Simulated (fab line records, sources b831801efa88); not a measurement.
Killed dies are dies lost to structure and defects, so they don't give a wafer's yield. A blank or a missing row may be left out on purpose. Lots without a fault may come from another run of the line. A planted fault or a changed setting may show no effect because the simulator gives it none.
Tool commonality check | flow gf180mcu | 12 lots, 36 wafers sampled

WHY IT WAS OPENED
At GF_HV_LDD_TW_MEAS_38 the reading HV_LDD_3_TW is flagged on 4 of 12 lots. Wafers without a fault read 1427, standard deviation 9.7.
Rule: a lot is flagged when every wafer of it that has a number lies more than 4 standard deviations from that mean, or none has a number. The other lots count as sound.

lot  | measured     | on            | HV_LDD_3_TW, wafer by wafer | flag
L399 | day 12 02:14 | film_metro-03 | 1410 1418 1419              |
L400 | day 12 04:33 | film_metro-01 | 1422 1421 1420              |
L401 | day 12 16:13 | film_metro-01 | 1419 1427 1420              |
L403 | day 13 03:01 | film_metro-01 | 1408 1417 1418              |
L404 | day 13 04:56 | film_metro-01 | 1415 1417 1420              |
L405 | day 13 17:14 | film_metro-03 | 1422 1422 1421              |
L406 | day 14 04:56 | film_metro-02 | 1444 1433 1430              |
L407 | day 14 05:34 | film_metro-03 | 1427 1420 1420              |
L408 | day 14 14:35 | film_metro-03 | 1588 1580 1581              | FLAGGED
L409 | day 14 15:02 | film_metro-02 | 1589 1587 1588              | FLAGGED
L410 | day 15 07:07 | film_metro-02 | 1593 1586 1590              | FLAGGED
L411 | day 15 16:02 | film_metro-02 | 1594 1590 1596              | FLAGGED
The numbers of the flagged lots are 1588 on average: +162 against the usual, or +17 standard deviations.

WHICH TOOL RAN EACH LOT
The record holds 3 process steps before the reading, out of a route of 602 steps. In each cell: the tool, then ch and the chambers that the sampled wafers went through, then the start.
lot  | flag    | GF_MVPSD_STRIP_10                   | GF_VT_IMPLANT_RTA_45             | GF_HV_LDD_IMPLANT_36
L399 |         | plasma_asher-02 ch 0,1, day 5 11:49 | rtp_anneal-02 ch 0, day 8 00:55  | implanter-03 ch 0, day 12 02:00
L400 |         | plasma_asher-04 ch 0,1, day 5 12:42 | rtp_anneal-01 ch 0, day 8 02:53  | implanter-03 ch 0, day 12 04:19
L401 |         | plasma_asher-02 ch 0,1, day 5 17:38 | rtp_anneal-02 ch 0, day 8 09:10  | implanter-03 ch 0, day 12 15:59
L403 |         | plasma_asher-03 ch 0,1, day 6 06:24 | rtp_anneal-01 ch 0, day 8 23:13  | implanter-03 ch 0, day 13 02:46
L404 |         | plasma_asher-04 ch 0,1, day 6 07:21 | rtp_anneal-01 ch 0, day 8 23:22  | implanter-02 ch 0, day 13 04:41
L405 |         | plasma_asher-04 ch 0,1, day 6 19:56 | rtp_anneal-01 ch 0, day 9 12:25  | implanter-02 ch 0, day 13 17:02
L406 |         | plasma_asher-02 ch 0,1, day 7 01:04 | rtp_anneal-01 ch 0, day 9 19:07  | implanter-02 ch 0, day 14 04:41
L407 |         | plasma_asher-04 ch 0,1, day 7 02:06 | rtp_anneal-02 ch 0, day 9 20:20  | implanter-02 ch 0, day 14 05:20
L408 | FLAGGED | plasma_asher-04 ch 1, day 7 08:21   | rtp_anneal-02 ch 0, day 10 03:44 | implanter-02 ch 0, day 14 14:20
L409 | FLAGGED | plasma_asher-04 ch 0,1, day 7 11:51 | rtp_anneal-01 ch 0, day 10 07:06 | implanter-03 ch 0, day 14 14:47
L410 | FLAGGED | plasma_asher-03 ch 0,1, day 7 20:27 | rtp_anneal-01 ch 0, day 10 17:46 | implanter-03 ch 0, day 15 06:53
L411 | FLAGGED | plasma_asher-03 ch 1, day 8 02:23   | rtp_anneal-02 ch 0, day 10 22:04 | implanter-03 ch 0, day 15 15:47
What these steps do:
- GF_MVPSD_STRIP_10: strips in O2/N2.
- GF_VT_IMPLANT_RTA_45: time 30 s.
- GF_HV_LDD_IMPLANT_36
- GF_HV_LDD_TW_MEAS_38

FLAGGED OVER TOTAL, TOOL BY TOOL (the gauges that took the reading come last)
step                 | tool            | lots run | flagged | share of the flagged lots | sound lots run after its first flagged lot
GF_MVPSD_STRIP_10    | plasma_asher-02 | 3        | 0       | none                      | -
GF_MVPSD_STRIP_10    | plasma_asher-03 | 3        | 2       | some                      | 0
GF_MVPSD_STRIP_10    | plasma_asher-04 | 6        | 2       | some                      | 0
GF_VT_IMPLANT_RTA_45 | rtp_anneal-01   | 7        | 2       | some                      | 0
GF_VT_IMPLANT_RTA_45 | rtp_anneal-02   | 5        | 2       | some                      | 0
GF_HV_LDD_IMPLANT_36 | implanter-02    | 5        | 1       | some                      | 0
GF_HV_LDD_IMPLANT_36 | implanter-03    | 7        | 3       | some                      | 0
GF_HV_LDD_TW_MEAS_38 | film_metro-01   | 4        | 0       | none                      | -
GF_HV_LDD_TW_MEAS_38 | film_metro-02   | 4        | 3       | some                      | 0
GF_HV_LDD_TW_MEAS_38 | film_metro-03   | 4        | 1       | some                      | 0

WHAT THE TABLE ALLOWS
No row of the table ran every flagged lot.

WHAT THE SIMULATOR HAD PUT IN
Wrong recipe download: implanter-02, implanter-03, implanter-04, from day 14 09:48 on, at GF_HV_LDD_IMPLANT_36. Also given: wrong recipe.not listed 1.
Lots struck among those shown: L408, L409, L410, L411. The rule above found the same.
